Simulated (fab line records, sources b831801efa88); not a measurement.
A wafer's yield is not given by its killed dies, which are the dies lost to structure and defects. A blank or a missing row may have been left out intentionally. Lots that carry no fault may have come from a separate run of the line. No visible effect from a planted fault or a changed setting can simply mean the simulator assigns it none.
Matching of chambers :: flow gf180mcu :: 3 sister chambers for GF_V3_CVD_00 on hdpcvd-02
The step deposits SiO2, target thk 600 nm, time 100 s. 14 wafers are shown with their chamber, then 7 later ones without.

== WAFERS, EACH WITH ITS CHAMBER ==
wafer: L571.2
chamber: 2
pressureMtorr (mTorr): 6.022

wafer: L571.3
chamber: 0
pressureMtorr (mTorr): 6.007

wafer: L571.6
chamber: 0
pressureMtorr (mTorr): 6.018

wafer: L573.1
chamber: 1
pressureMtorr (mTorr): 6.005

wafer: L573.3
chamber: 2
pressureMtorr (mTorr): 6.003

wafer: L573.4
chamber: 0
pressureMtorr (mTorr): 5.994

wafer: L581.4
chamber: 1
pressureMtorr (mTorr): 5.983

wafer: L581.5
chamber: 2
pressureMtorr (mTorr): 5.984

wafer: L581.6
chamber: 0
pressureMtorr (mTorr): 5.986

wafer: L586.2
chamber: 2
pressureMtorr (mTorr): 5.987

wafer: L586.3
chamber: 0
pressureMtorr (mTorr): 5.981

wafer: L586.4
chamber: 0
pressureMtorr (mTorr): 5.996

wafer: L587.1
chamber: 0
pressureMtorr (mTorr): 6.011

wafer: L587.3
chamber: 1
pressureMtorr (mTorr): 6.015

SIGNATURES (means of the wafers above)
reading: pressureMtorr
chamber 0: 5.99900
chamber 1: 6.00100
chamber 2: 5.99900
scatter within a chamber: 0.0152
Rule: distance of a wafer from a chamber = root of the sum over the readings of ((wafer's reading minus chamber's mean) / reading's scatter) squared. If the next closest chamber is less than 2 further off than the closest, the wafer can't be placed; otherwise it belongs to the closest. The scatter: the root of (the sum of the squares of (reading less its chamber's mean) over the shown wafers, divided by (wafers less chambers)).

== WAFERS WITHOUT THEIR CHAMBER ==
wafer: L587.5
pressureMtorr (mTorr): 6.016

wafer: L590.2
pressureMtorr (mTorr): 6.025

wafer: L590.4
pressureMtorr (mTorr): 5.987

wafer: L590.5
pressureMtorr (mTorr): 6.011

wafer: L591.2
pressureMtorr (mTorr): 5.989

wafer: L591.3
pressureMtorr (mTorr): 5.980

wafer: L591.6
pressureMtorr (mTorr): 6.005

== WHICH CHAMBER EACH WENT THROUGH ==
wafer: L587.5
from the rows above: can't be placed: 1 or 2 or 0
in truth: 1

wafer: L590.2
from the rows above: can't be placed: 1 or 2 or 0
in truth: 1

wafer: L590.4
from the rows above: can't be placed: 0 or 2 or 1
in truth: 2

wafer: L590.5
from the rows above: can't be placed: 1 or 2 or 0
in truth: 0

wafer: L591.2
from the rows above: can't be placed: 0 or 2 or 1
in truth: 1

wafer: L591.3
from the rows above: can't be placed: 0 or 2 or 1
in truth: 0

wafer: L591.6
from the rows above: can't be placed: 1 or 2 or 0
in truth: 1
Correctly placed: 0 of 7. These rows do not allow placing 7 (true chamber among the candidates in 7). Number placed wrongly: 0.
